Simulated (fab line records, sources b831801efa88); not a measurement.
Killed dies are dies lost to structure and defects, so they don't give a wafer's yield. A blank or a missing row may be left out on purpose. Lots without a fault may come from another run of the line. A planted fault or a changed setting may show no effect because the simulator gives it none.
fab line records | flow sky130
record lots=15 wafers=43 last_day=50
route steps=708 shown METAL3@569 VIA3@585
lots that met no fault: from a run of the same line without faults
start_h: hours from the record's first day to the start of the lot's first wafer shown | wait_h: hours since the lot's step before | " the same as in the row above | L1.1+2: a row that stands for several wafers | - no value, or no start given | * or withheld: withheld | < > ~ a bound
route shown NAME@n: a module of which the file shows steps, and the number in the route of the first | usual: mean/standard deviation of fault-free wafers | same: alike in all rows | chamber/n: place in a boat | sites: the reading at each site | _std_site: their standard deviation | _edge_site: outer sites' mean less inner sites' | radius_mm: how far each site lies from the wafer's centre | mask NAME#n: copy n | behind: the tool/chamber that last shaped the wafer | hold: why the lot was held/for how many hours/how that ended | device: the transistor (n, p or np) that didn't switch | end of line: the same wafers' tests at the end of the route | a step without rows: its recipe alone | killed: dies lost to structure and defects at the first sort, not the wafer's yield | map: a wafer's dies, x killed, . not, _ none there
set.NAME: the setting as run; set.NAME@STEP: as run at that earlier step | model.NAME: the simulator's own value behind a step, which no gauge read
steps of the route over a sample of lots; a table a step, a row a wafer
services: from which hour (start_h, from the record's first day; less than 0 if before it) a tool's chamber was out of use, for how many hours, and why
## steps
# step SKY_METAL3_STRIP_19
# recipe chemistry=O2/N2 power_w=1400 pressure_mtorr=1500 platen_temp_c=withheld o2_flow_sccm=3000 n2_flow_sccm=300 overash_fraction=0.5
# usual drypump_motor_current_A=5.6/0.51 oes_product_au=0.504/0.0052 strip_time_to_endpoint_s=6.56/0.069
# columns lot.wafer tool chamber start_h wait_h drypump_motor_current_A oes_product_au rf_hours_counter_h strip_time_to_endpoint_s
L168.2 plasma_asher-03 1 895.91 0.1 5.3 0.503 74 6.63
L168.4 " 0 " " 6.1 0.502 - 6.54
L168.5 " 1 " " 5.4 0.507 - 6.63
L169.1 plasma_asher-02 1 904.85 0.2 4.8 0.505 111 6.55
L169.4 " 1 " " 4.8 0.513 - 6.61
L169.5 " 0 " " 6.0 0.517 - 6.64
L170.3 plasma_asher-03 1 921.22 0.1 5.4 0.511 - 6.72
L170.4 " 0 " " 6.1 0.503 - 6.58
L170.6 " 0 " " 6.1 0.496 - 6.56
L174.4 plasma_asher-02 1 950.83 0.1 4.8 0.504 - 6.49
L174.5 " 1 " " 4.8 0.501 - 6.57
L175.1 plasma_asher-01 0 957.42 0.1 5.2 0.504 51 6.48
L175.4 " 0 " " 5.2 0.508 - 6.52
L178.1 plasma_asher-01 0 977.13 0.3 5.2 0.504 54 6.62
L178.2 " 1 " " 6.1 0.516 54 6.68
L178.6 " 1 " " 6.0 0.500 - 6.61
L182.1 plasma_asher-01 0 1004.28 0.2 5.2 0.503 57 6.49
L182.4 " 1 " " 6.1 0.500 - 6.57
L182.5 " 1 " " 6.1 0.492 - 6.47
L184.2 plasma_asher-01 0 1012.74 0.1 5.2 0.504 57 6.64
L184.4 " 0 " " 5.2 0.506 - 6.54
L184.6 " 0 " " 5.2 0.506 - 6.59
L185.1 plasma_asher-02 0 1022.99 0.1 6.1 0.507 124 6.51
L185.5 " 1 " " 4.8 0.494 - 6.53
L185.6 " 0 " " 6.1 0.513 - 6.60
L186.3 plasma_asher-02 0 1026.25 0.1 6.0 0.493 - 6.59
L186.5 " 1 " " 4.8 0.510 - 6.62
L186.6 " 0 " " 6.0 0.513 - 6.54
L187.2 plasma_asher-01 1 1036.27 0.1 6.1 0.500 60 6.59
L187.3 " 1 " " 6.0 0.494 - 6.44
L187.5 " 1 " " 6.0 0.500 - 6.55
L188.1 plasma_asher-03 0 1040.42 0.1 6.1 0.503 86 6.59
L188.3 " 1 " " 5.4 0.502 - 6.58
L188.6 " 1 " " 5.4 0.505 - 6.57
L189.1 plasma_asher-02 0 1053.49 0.1 6.0 0.500 127 6.50
L189.4 " 0 " " 6.0 0.510 - 6.60
L189.5 " 0 " " 6.0 0.506 - 6.57
L190.3 plasma_asher-01 1 1056.92 0.1 6.1 0.505 - 6.55
L190.5 " 0 " " 5.2 0.506 - 6.64
L190.6 " 1 " " 6.1 0.502 - 6.56
L191.1 plasma_asher-01 1 1062.22 0.1 6.1 0.511 62 6.63
L191.3 " 1 " " 6.1 0.505 - 6.65
L191.5 " 1 " " 6.1 0.498 - 6.61
# step SKY_VIA3_CD_MEAS_12
# recipe target_cd_nm=200
# usual cd_nm=199.7/1.4
# columns lot.wafer tool chamber start_h wait_h cd_nm
L168.2 cd_sem-02 - 922.03 - 201.3
L168.4 " - " " 200.1
L168.5 " - " " 200.6
L169.1 cd_sem-02 - 930.91 - 201.4
L169.4 " - " " 201.6
L169.5 " - " " 201.2
L170.3 cd_sem-01 - 947.20 - 202.7
L170.4 " - " " 201.7
L170.6 " - " " 200.9
L174.4 cd_sem-01 - 976.17 - 198.4
L174.5 " - " " 198.2
L175.1 cd_sem-02 - 982.55 - 199.6
L175.4 " - " " 200.9
L178.1 cd_sem-01 - 1001.71 - 199.4
L178.2 " - " " 201.1
L178.6 " - " " 200.3
L182.1 cd_sem-01 - 1028.61 - 201.0
L182.4 " - " " 198.9
L182.5 " - " " 200.2
L184.2 cd_sem-02 - 1037.05 - 199.5
L184.4 " - " " 201.4
L184.6 " - " " 201.0
L185.1 cd_sem-02 - 1046.81 - 200.3
L185.5 " - " " 199.7
L185.6 " - " " 198.8
L186.3 cd_sem-01 - 1049.84 - 199.7
L186.5 " - " " 199.5
L186.6 " - " " 200.2
L187.2 cd_sem-01 - 1059.72 - 200.6
L187.3 " - " " 200.8
L187.5 " - " " 199.7
L188.1 cd_sem-02 - 1063.66 - 198.0
L188.3 " - " " 198.9
L188.6 " - " " 199.2
L189.1 cd_sem-01 - 1075.91 - 200.2
L189.4 " - " " 198.7
L189.5 " - " " 199.5
L190.3 cd_sem-01 - 1079.05 - 200.2
L190.5 " - " " 199.1
L190.6 " - " " 200.5
L191.1 cd_sem-02 - 1084.16 - 198.9
L191.3 " - " " 199.4
L191.5 " - " " 200.0
# step SKY_VIA3_ETCH_14
# recipe chemistry=N2/H2 target=BARC ion_energy_ev=200 source_w=500 bias_w=100 pressure_mtorr=30 n2_flow_sccm=100 h2_flow_sccm=200 stop_on=SiO2 time_s=45.9 target_depth_a=600
# usual drypump_motor_current_A=5.6/0.5 oes_product_au=0.855/0.0048 run_length_s=74.2/0.45 throttle_valve_pct=13.226/0.0085
# columns lot.wafer tool chamber start_h wait_h drypump_motor_current_A oes_product_au rf_hours_counter_h run_length_s throttle_valve_pct
L168.2 rie_diel-03 3 922.17 0.0 5.9 0.863 23 74.5 13.219
L168.4 " 2 " " 6.0 0.851 27 74.2 13.227
L168.5 " 3 " " 5.9 0.861 - 74.9 13.239
L169.1 rie_diel-02 3 931.07 0.0 5.2 0.857 13 73.8 13.241
L169.4 " 0 " " 5.4 0.850 - 74.6 13.219
L169.5 " 3 " " 5.2 0.847 - 74.2 13.237
L170.3 rie_diel-01 2 947.32 0.0 5.7 0.862 8 74.7 13.221
L170.4 " 2 " " 5.8 0.859 - 74.2 13.234
L170.6 " 3 " " 5.8 0.850 - 73.6 13.231
L174.4 rie_diel-01 3 976.27 0.0 5.8 0.980 7 67.4 13.225
L174.5 " 2 " " 5.7 0.852 - 74.3 13.226
L175.1 rie_diel-01 2 982.71 0.0 5.7 0.846 10 74.4 13.220
L175.4 " 0 " " 6.5 0.973 14 68.2 13.231
L178.1 rie_diel-01 1 1001.87 0.0 5.3 0.855 1 74.4 13.232
L178.2 " 3 " " 5.8 0.858 8 74.1 13.233
L178.6 " 1 " " 5.3 0.974 - 68.1 13.238
L182.1 rie_diel-02 2 1028.77 0.0 5.6 0.859 27 74.9 13.229
L182.4 " 0 " " 5.3 0.848 22 74.6 13.229
L182.5 " 3 " " 5.2 0.852 - 74.2 13.225
L184.2 rie_diel-03 2 1037.19 0.0 5.9 0.849 1 74.5 13.220
L184.4 " 3 " " 5.8 0.862 27 74.5 13.237
L184.6 " 3 " " 5.8 0.855 - 74.9 13.230
L185.1 rie_diel-03 0 1046.97 0.0 5.1 0.855 12 74.0 13.225
L185.5 " 3 " " 5.8 0.857 - 75.1 13.231
L185.6 " 0 " " 5.1 0.864 - 74.5 13.217
L186.3 rie_diel-03 3 1049.96 0.0 5.8 0.856 27 74.4 13.215
L186.5 " 0 " " 5.1 0.844 - 73.9 13.219
L186.6 " 1 " " 4.7 0.855 - 74.2 13.231
L187.2 rie_diel-01 2 1059.86 0.0 5.7 0.858 12 74.7 13.254
L187.3 " 0 " " 6.6 0.854 16 73.7 13.237
L187.5 " 1 " " 5.3 0.855 - 74.3 13.229
L188.1 rie_diel-01 3 1063.82 0.0 5.8 0.861 10 73.5 13.223
L188.3 " 2 " " 5.7 0.850 12 74.2 13.240
L188.6 " 2 " " 5.7 0.850 - 74.5 13.218
L189.1 rie_diel-03 3 1076.07 0.0 5.8 0.853 29 75.0 13.239
L189.4 " 0 " " 5.1 0.849 - 73.7 13.226
L189.5 " 1 " " 4.7 0.852 - 74.3 13.222
L190.3 rie_diel-01 1 1079.17 0.0 5.3 0.864 3 74.3 13.236
L190.5 " 0 " " 6.6 0.854 - 73.8 13.224
L190.6 " 3 " " 5.8 0.850 - 73.6 13.225
L191.1 rie_diel-01 0 1084.32 0.0 6.6 0.850 17 74.0 13.220
L191.3 " 2 " " 5.7 0.855 13 74.6 13.212
L191.5 " 2 " " 5.8 0.854 - 74.5 13.222
# step SKY_VIA3_SPUTTER_20
# recipe material=TiN target_thk_nm=20 chamber_pressure_pa=5 power_w=4000 time_s=80
# usual throttle_valve_pct=29.6/1
# columns lot.wafer tool chamber start_h wait_h throttle_valve_pct
L168.2 pvd_sputter-01 - 922.87 0.0 30.9
L168.4 " - " " 27.5
L168.5 " - " " 31.0
L169.1 pvd_sputter-02 - 931.77 0.0 31.2
L169.4 " - " " 29.2
L169.5 " - " " 29.8
L170.3 pvd_sputter-01 - 948.13 0.0 29.1
L170.4 " - " " 27.4
L170.6 " - " " 30.0
L174.4 pvd_sputter-04 - 976.96 0.0 29.6
L174.5 " - " " 29.1
L175.1 pvd_sputter-01 - 983.56 0.0 29.2
L175.4 " - " " 31.1
L178.1 pvd_sputter-04 - 1002.56 0.0 29.5
L178.2 " - " " 29.6
L178.6 " - " " 29.2
L182.1 pvd_sputter-02 - 1029.50 0.0 31.1
L182.4 " - " " 31.0
L182.5 " - " " 29.2
L184.2 pvd_sputter-04 - 1037.88 0.0 29.4
L184.4 " - " " 30.3
L184.6 " - " " 29.4
L185.1 pvd_sputter-01 - 1047.66 0.0 27.3
L185.5 " - " " 29.1
L185.6 " - " " 27.6
L186.3 pvd_sputter-01 - 1050.65 0.0 27.6
L186.5 " - " " 31.2
L186.6 " - " " 30.2
L187.2 pvd_sputter-02 - 1060.55 0.0 30.8
L187.3 " - " " 29.1
L187.5 " - " " 31.0
L188.1 pvd_sputter-04 - 1064.52 0.0 29.2
L188.3 " - " " 29.6
L188.6 " - " " 29.1
L189.1 pvd_sputter-04 - 1076.77 0.0 29.2
L189.4 " - " " 29.2
L189.5 " - " " 28.8
L190.3 pvd_sputter-02 - 1079.86 0.0 29.7
L190.5 " - " " 30.9
L190.6 " - " " 29.7
L191.1 pvd_sputter-01 - 1085.01 0.0 29.9
L191.3 " - " " 30.8
L191.5 " - " " 30.1
## services
# columns tool chamber start_h hours kind
pvd_sputter-01 - 872.07 2.3 repair
rie_diel-02 - 872.78 1.1 repair
rie_diel-03 - 890.59 4.3 pm
plasma_asher-01 - 910.44 2.8 pm
rie_diel-02 1 924.26 7.6 repair
rie_diel-02 3 925.04 5.1 repair
rie_diel-02 1 938.60 3.0 repair
plasma_asher-01 - 940.99 6.4 repair
plasma_asher-03 - 942.04 24.1 repair
rie_diel-01 1 945.40 - clean
rie_diel-01 1 945.40 12.2 scheduled_down
rie_diel-03 0 969.44 8.1 repair
pvd_sputter-02 - 972.71 4.3 repair
rie_diel-01 1 986.80 9.4 repair
rie_diel-01 1 1005.88 9.0 repair
rie_diel-03 3 1006.93 9.6 repair
rie_diel-03 3 1030.42 2.0 repair
pvd_sputter-04 - 1030.48 4.3 repair
plasma_asher-01 - 1042.12 5.5 repair
rie_diel-03 2 1049.75 64.1 repair
rie_diel-02 - 1051.49 28.1 pm
plasma_asher-02 - 1055.25 9.0 pm
plasma_asher-03 - 1059.28 12.8 pm
plasma_asher-01 - 1069.16 0.4 repair
## key
first_sign step=SKY_VIA3_ETCH_14 reading=oes_product_au direction=up sigmas=25 usual=0.855 struck=0.976
effect step=SKY_VIA3_ETCH_14 reading=run_length_s direction=down sigmas=14 usual=* struck=*
met_at SKY_VIA3_ETCH_14
struck_lots L174,L175,L178
struck_wafers L174.4,L175.4,L178.6
sort_left_out L174.4,L175.4,L178.6
not_acting_at SKY_METAL3_STRIP_19,SKY_VIA3_CD_MEAS_12,SKY_VIA3_SPUTTER_20
onset_between 947.32 976.27
fault kind=process_parameter_drift tool=rie_diel-01 chamber=- onset_h=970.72 steps=SKY_VIA3_ETCH_14 channel=time_s offset=* shape=step end_h=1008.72 scope=struck_wafers_only acts_in=* stated=*
# sort_left_out: the simulated sort isn't trusted on such a fault, so these wafers' sort isn't shown, and their yield isn't known
